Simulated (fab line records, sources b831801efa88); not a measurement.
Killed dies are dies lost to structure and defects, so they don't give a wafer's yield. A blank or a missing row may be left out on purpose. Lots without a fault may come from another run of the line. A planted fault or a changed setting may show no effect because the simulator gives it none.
Chamber matching | flow sfq_line | SFQ_TRILAYER_I1_CMP_CMP_046 on cmp-01: 4 sister chambers
The step polishes SiO2. 14 wafers are shown with their chamber, then 7 later ones without.

WAFERS WITH THEIR CHAMBER
wafer  | chamber | motor_current_A (A) | time_to_endpoint_s (s) | head_pressure_psi (psi)
L732.2 | 3       | 10.3                | 209                    | 3.007
L732.1 | 1       | 9.8                 | 207                    | 3.005
L732.5 | 3       | 9.7                 | 217                    | 3.018
L738.1 | 2       | 11.0                | 205                    | 3.010
L738.2 | 1       | 10.2                | 202                    | 3.013
L738.4 | 3       | 10.0                | 205                    | 3.006
L747.1 | 1       | 10.1                | 202                    | 2.993
L747.5 | 0       | 9.8                 | 215                    | 2.989
L747.6 | 1       | 10.1                | 212                    | 3.001
L749.3 | 3       | 10.0                | 216                    | 3.003
L749.4 | 2       | 11.3                | 227                    | 3.000
L749.5 | 0       | 9.7                 | 218                    | 3.010
L750.1 | 3       | 9.6                 | 206                    | 3.006
L750.2 | 2       | 11.8                | 210                    | 3.004

SIGNATURES (means of the wafers above)
reading            | chamber 0 | chamber 1 | chamber 2 | chamber 3 | scatter within a chamber
motor_current_A    | 9.750     | 10.050    | 11.367    | 9.920     | 0.27
time_to_endpoint_s | 216.50    | 205.75    | 214.00    | 210.60    | 6.82
head_pressure_psi  | 2.99950   | 3.00300   | 3.00467   | 3.00800   | 0.00783
Rule: a wafer's distance from a chamber is the root of the sum, over the readings, of the square of ((its reading less the chamber's mean) divided by the reading's scatter). The wafer belongs to the nearest chamber; if the next one is less than 2 further off, it can't be placed. The scatter: the root of (the sum of the squares of (reading less its chamber's mean) over the shown wafers, divided by (wafers less chambers)).

WAFERS WITHOUT THEIR CHAMBER
wafer  | motor_current_A (A) | time_to_endpoint_s (s) | head_pressure_psi (psi)
L750.6 | 10.6                | 208                    | 3.008
L753.2 | 10.0                | 208                    | 3.002
L753.1 | 9.8                 | 211                    | 3.004
L753.6 | 10.0                | 219                    | 3.002
L754.1 | 9.9                 | 210                    | 2.999
L754.2 | 10.0                | 213                    | 2.998
L754.6 | 10.0                | 220                    | 2.995

WHICH CHAMBER EACH WENT THROUGH
wafer  | from the rows above               | in truth
L750.6 | can't be placed: 1 or 3 or 2 or 0 | 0
L753.2 | can't be placed: 1 or 3 or 0      | 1
L753.1 | can't be placed: 3 or 0 or 1      | 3
L753.6 | can't be placed: 0 or 3 or 1      | 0
L754.1 | can't be placed: 1 or 0 or 3      | 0
L754.2 | can't be placed: 0 or 1 or 3      | 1
L754.6 | can't be placed: 0 or 3 or 1      | 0
Placed correctly: 0 of 7. Can't be placed from these rows: 7 (the true chamber is among the candidates in 7). Placed wrongly: 0.
